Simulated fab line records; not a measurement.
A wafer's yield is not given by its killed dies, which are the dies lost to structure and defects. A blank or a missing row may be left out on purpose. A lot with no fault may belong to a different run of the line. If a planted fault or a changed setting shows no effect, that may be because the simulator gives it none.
A single fault, viewed from 2 desks -- flow gf180mcu -- what lay behind the numbers comes last; until then each desk has only its own

## AT THE METROLOGY DESK
What the gauges read, lot by lot, whatever tool the lot ran on: means of the sampled wafers that have a number. A lot is out of limits, marked OUT, if its mean lies more than 4 standard deviations from the usual mean; the brackets give that distance.
Columns: A = M4_OVL at GF_M4_OVL_MEAS_15, usual -3 nm; B = cdNm at GF_M5_CD_MEAS_07, usual 279.6 nm; C = V5_CVD_00_THK at GF_V5_THK_MEAS_01, usual 299 nm
lot,first seen here,A,B,C
L774,day 23 20:32,-6,279.2,301
L776,day 24 14:58,-6,279.3,295
L778,day 24 22:59,-5,279.6,300
L781,day 25 19:28,5,276.8,303
L782,day 26 15:14,-7,280.2,299
L783,day 26 16:04,0,279.7,306
L784,day 26 21:37,-1,282.2,297
L788,day 28 08:59,1,279.4,294
L791,day 29 02:46,-0,281.3,300
L793,day 29 09:19,4,286.5 (+5.7) OUT,295
L795,day 30 04:11,3,286.1 (+5.4) OUT,301
L797,day 30 20:16,-11,283.2,299
This desk's verdict: out of limits on L793, L795, starting with L793 at day 31 19:35 (cdNm at GF_M5_CD_MEAS_07). In limits: L774, L776, L778, L781, L782, L783, L784, L788, L791, L797.

## AT THE TOOL OWNER'S DESK: krfScanner-02
The tool's own readings at GF_M5_EXPOSE_04 (exposes mask Metal5, target cd 280 nm): means of the sampled wafers that have a number, for each lot that ran on this tool. A lot is out of limits, marked OUT, if its mean lies more than 4 standard deviations from the usual mean; the brackets give that distance.
Columns: A = exposureDoseMJCm2 at GF_M5_EXPOSE_04, usual 27.949
lot,first seen here,A
L774,day 26 06:14,27.956
L776,day 26 23:07,27.931
L778,day 27 07:38,27.962
L781,day 28 02:31,27.954
L782,day 28 19:50,27.958
L783,day 28 21:04,27.956
L788,day 30 12:21,27.967
L791,day 31 04:25,27.974
L793,day 31 11:22,26.554 (-52) OUT
L795,day 32 04:22,26.855 (-41) OUT
L797,day 32 18:35,27.068 (-33) OUT
This desk's verdict: out of limits on L793, L795, L797, starting with L793 at day 31 11:22 (exposureDoseMJCm2 at GF_M5_EXPOSE_04). In limits: L774, L776, L778, L781, L782, L783, L788, L791.

## PUT TOGETHER
The tool owner's desk could have raised an alarm at day 31 11:22, on L793, L795, L797.
The metrology desk could have raised an alarm at day 31 19:35, on L793, L795.
The metrology desk holds a record of L797, inside its limits.
The lots listed all ran GF_M5_EXPOSE_04 on krfScanner-02.

## WHAT WAS PUT IN BY THE SIMULATOR
Process parameters drifting: krfScanner-02 at GF_M5_EXPOSE_04, beginning at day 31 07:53. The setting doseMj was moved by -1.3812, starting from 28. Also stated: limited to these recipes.
Shown lots that were struck: L793, L795, L797.
Hours from the fault's start to each desk's first reading out of limits: the tool owner's desk, 3; the metrology desk, 12.
